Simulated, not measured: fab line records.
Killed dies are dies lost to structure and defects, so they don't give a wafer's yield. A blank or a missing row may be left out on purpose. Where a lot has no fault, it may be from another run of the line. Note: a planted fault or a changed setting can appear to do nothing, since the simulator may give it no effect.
The tool behind it: which one? | flow gf180mcu | Sampling: 14 lots, 42 wafers, 3 of 602 route steps

WHAT THE GAUGES READ, wafer by wafer
GF_M3_RS_MEAS_05: a four-point-probe measurement.
lot  | measured     | on            | M3_ALCU_RS (ohm/sq)
L547 | day 20 04:26 | film metro-03 | 0.0689 0.0691 0.0692
L548 | day 20 12:20 | film metro-03 | 0.0690 0.0695 0.0684
L549 | day 20 22:37 | film metro-01 | 0.0698 0.0693 0.0695
L550 | day 21 06:28 | film metro-03 | 0.0693 0.0687 0.0690
L554 | day 22 23:00 | film metro-01 | 0.0705 0.0708 0.0706
L557 | day 24 06:11 | film metro-03 | 0.0698 0.0692 0.0694
L561 | day 25 14:45 | film metro-04 | 0.0703 0.0698 0.0699
L563 | day 26 08:58 | film metro-03 | 0.0691 0.0689 0.0696
L564 | day 26 18:30 | film metro-03 | 0.0683 0.0691 0.0688
L565 | day 27 00:12 | film metro-04 | 0.0695 0.0700 0.0693
L566 | day 27 06:27 | film metro-04 | 0.0687 0.0691 0.0696
L567 | day 27 19:37 | film metro-04 | 0.0682 0.0687 0.0687
L569 | day 27 23:10 | film metro-03 | 0.0692 0.0704 0.0702
L570 | day 28 03:50 | film metro-01 | 0.0697 0.0696 0.0697

GF_M3_CD_MEAS_14 targets a cd of 280 nm.
lot  | measured     | on        | cd nm (nm)
L547 | day 21 03:51 | cd sem-01 | 280.6 280.2 279.0
L548 | day 21 12:00 | cd sem-02 | 278.5 279.6 279.1
L549 | day 21 22:58 | cd sem-01 | 280.8 281.4 282.2
L550 | day 22 06:07 | cd sem-02 | 280.0 281.1 281.1
L554 | day 23 21:42 | cd sem-02 | 279.4 280.0 279.7
L557 | day 25 03:08 | cd sem-01 | 280.7 281.2 280.5
L561 | day 26 11:29 | cd sem-01 | 280.5 280.4 280.3
L563 | day 27 04:56 | cd sem-02 | 280.9 281.1 280.3
L564 | day 27 14:08 | cd sem-01 | 280.1 280.2 278.2
L565 | day 27 20:28 | cd sem-02 | 279.7 281.1 282.0
L566 | day 28 02:28 | cd sem-02 | 278.3 279.2 278.8
L567 | day 28 14:53 | cd sem-02 | 278.7 279.0 278.8
L569 | day 28 18:53 | cd sem-01 | 282.8 281.9 283.0
L570 | day 28 22:41 | cd sem-02 | 279.3 280.2 279.6

GF_V3_BOW_MEAS_05.
lot  | measured     | on            | V3_BOW (um)
L547 | day 21 05:14 | film metro-02 | 115 116 120
L548 | day 21 13:23 | film metro-01 | 118 114 121
L549 | day 22 00:20 | film metro-03 | 111 125 124
L550 | day 22 07:30 | film metro-01 | 113 110 112
L554 | day 23 23:05 | film metro-03 | 119 113 123
L557 | day 25 04:37 | film metro-03 | 120 111 109
L561 | day 26 12:52 | film metro-02 | 129 126 117
L563 | day 27 06:25 | film metro-02 | 108 112 110
L564 | day 27 15:31 | film metro-02 | 122 126 119
L565 | day 27 21:52 | film metro-02 | 133 126 118
L566 | day 28 03:57 | film metro-02 | 132 113 123
L567 | day 28 16:16 | film metro-03 | 121 122 116
L569 | day 28 20:16 | film metro-01 | 119 116 114
L570 | day 29 00:26 | film metro-01 | 119 120 125

WHAT TOOL EACH LOT RAN ON (gives the tool, then ch and the chambers of the sampled wafers, and finally the start)
There is no process step in the record ahead of these readings.

AS READ BY THE TOOLS THEMSELVES (means over the sampled wafers that have a number; for cases with no such wafer, the mark the record gives instead)
The record holds no such reading with a usual standard deviation.

THE ANSWER, worked out from the rows above alone
Rule: what is usual is taken from the lots themselves. Put in order of their means at a reading, lots are off if they are a third of the lots or fewer, leave a main group of 4 or more, and stand apart from it by a gap of 3 or more times the standard deviation of the main group's means; of several such gaps the widest counts. Not used: any main group whose means are identical at the precision the tables above print for the reading. A lot without any number at a reading at which 4 lots or more have one is off too. The other lots that the step has rows for count as sound. After the gauges, taken in route order, come the tools' own readings; for these a lot's mean is taken, as printed above. At the first step where some lot is off, the reading lying furthest off is the one used; lots without a number count as furthest.
No lot is off at any reading shown: from this, nothing can be told.

WHAT THE SIMULATOR PUT IN
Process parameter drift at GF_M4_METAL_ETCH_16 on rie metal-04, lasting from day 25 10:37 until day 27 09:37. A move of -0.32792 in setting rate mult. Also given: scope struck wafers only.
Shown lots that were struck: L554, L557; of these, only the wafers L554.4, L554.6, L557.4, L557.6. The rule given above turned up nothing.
